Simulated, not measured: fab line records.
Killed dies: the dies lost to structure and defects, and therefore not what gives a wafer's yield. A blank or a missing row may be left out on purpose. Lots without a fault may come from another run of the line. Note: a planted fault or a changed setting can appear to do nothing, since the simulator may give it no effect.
Problem report in the 8D (eight disciplines) form, filled by code    flow sky130    the parts of the form that need people (team, actions taken, sign-off) are left out

## 1. WHAT IS WRONG
A mean of 0.990 a.u. is read at SKY_VIA3_ETCH_15 for oes_product_au, taken on 1 wafer of 1 lot, against 0.946 a.u. (standard deviation 0.0045) on wafers free of any fault. That is +9.8 standard deviations from the usual mean.
The step: etches SiO2 in C4F8/O2/Ar, stops on TiN, target depth 507 nm, time 78 s.
First seen on wafer L100.3, day 44 01:53, on rie_diel-02. The record holds 30 wafers of 10 lots with a number at this step. Rule for "out" (also "out of limits"): further than 4 standard deviations from the usual mean. The other wafers with a number count as sound.

## 2. WHAT THIS IS AND IS NOT
question                     is                 is not
which readings at this step  oes_product_au     -
which lots                   L100               L103, L104, L988, L991, L992, L994, L996, L997, L998
which wafers of those lots   L100.3             L100.2, L100.4
read on which tools          rie_diel-02        rie_diel-03, rie_diel-04
when                         from day 44 01:53  up to then (23 sound wafers); but 6 sound wafers of L103, L104 came after

## 3. THE SUSPECTS, EACH WITH WHAT RULES IT OUT
Counting: if a tool at a process step up to the reading ran every lot that is out, it stays a suspect. Sound lots after the first of them don't rule it out here, since some wafers of a struck lot are sound.
- rie_diel-01 at SKY_VIA2_ETCH_14 (etches BARC in N2/H2, stops on SiO2, time 45.9 s, target depth 60 nm): kept. The lot that is out, L100, ran on it at day 41 00:17; the last sound lot it ran before that was L994, at day 39 02:48.
- cvd_w-01 at SKY_VIA2_CVD_21 (deposits W, target thk 420 nm, time 126.4 s): kept. The lot that is out, L100, ran on it at day 41 01:02; the last sound lot it ran before that was L998, at day 40 07:00.
- cmp-01 at SKY_VIA3_CMP_02 (polishes SiO2): kept. The lot that is out, L100, ran on it at day 43 02:47; the last sound lot it ran before that was L998, at day 42 08:58.
- rie_diel-02 at SKY_VIA3_ETCH_15 (etches SiO2 in C4F8/O2/Ar, stops on TiN, target depth 507 nm, time 78 s): kept. The lot that is out, L100, ran on it at day 44 01:53; the last sound lot it ran before that was L998, at day 43 08:35. Its own oes_product_au readings are out on those wafers.
- In rie_diel-01 at SKY_VIA2_ETCH_14, the wafers that are out were processed in chamber 3 and their sound lot-mates in chambers 1, 2.
- Within cvd_w-01 at SKY_VIA2_CVD_21, the wafers that are out were processed in chamber 1 and their sound lot-mates in chamber 0.
- In cmp-01 at SKY_VIA3_CMP_02, the wafers that are out were processed in chamber 0 and their sound lot-mates in chambers 1, 3.
- In rie_diel-02 at SKY_VIA3_ETCH_15, the wafers that are out were processed in chamber 2 and their sound lot-mates in chambers 1, 3.
Left after counting: rie_diel-01 at SKY_VIA2_ETCH_14, cvd_w-01 at SKY_VIA2_CVD_21, cmp-01 at SKY_VIA3_CMP_02, rie_diel-02 at SKY_VIA3_ETCH_15.

## 4. THE CAUSE (what the simulator had put in)
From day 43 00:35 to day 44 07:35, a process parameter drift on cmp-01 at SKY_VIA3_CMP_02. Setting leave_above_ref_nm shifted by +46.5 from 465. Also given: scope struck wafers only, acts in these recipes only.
Of the 4 suspects that counting leaves, this tool is one.

## 5. THE CHAIN OF EFFECTS, in route order
Each row: a reading whose mean over the struck wafers that have a number lies more than 3 standard deviations from the usual. Readings are gone through only where the record gives a usual standard deviation; hours: the median, over the lots, of the time from a lot's start at the first step in this table giving one to that lot's start at this step; sigmas: the change measured in usual standard deviations.
hours  step              reading         usual       on struck wafers  change  sigmas
0      SKY_VIA3_ETCH_15  oes_product_au  0.946 a.u.  0.990             +0.044  +9.8
Process steps it contains:
- SKY_VIA3_ETCH_15: etches SiO2 in C4F8/O2/Ar, stops on TiN, target depth 507 nm, time 78 s.

## 6. HOW IT WOULD HAVE BEEN CAUGHT EARLIER
In this record no reading fell out of limits until day 44 01:53, 25 hours after the fault had begun at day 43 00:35.
Of the tool readings at SKY_VIA3_CMP_02 for which the record gives a usual standard deviation, none was out on any struck wafer, so an alarm limit of 4 standard deviations on them would not have fired.
All the lots that are out (1) had begun SKY_VIA3_CMP_02 on cmp-01 by day 44 01:53. Tool hold at that time: it would have spared none of them.
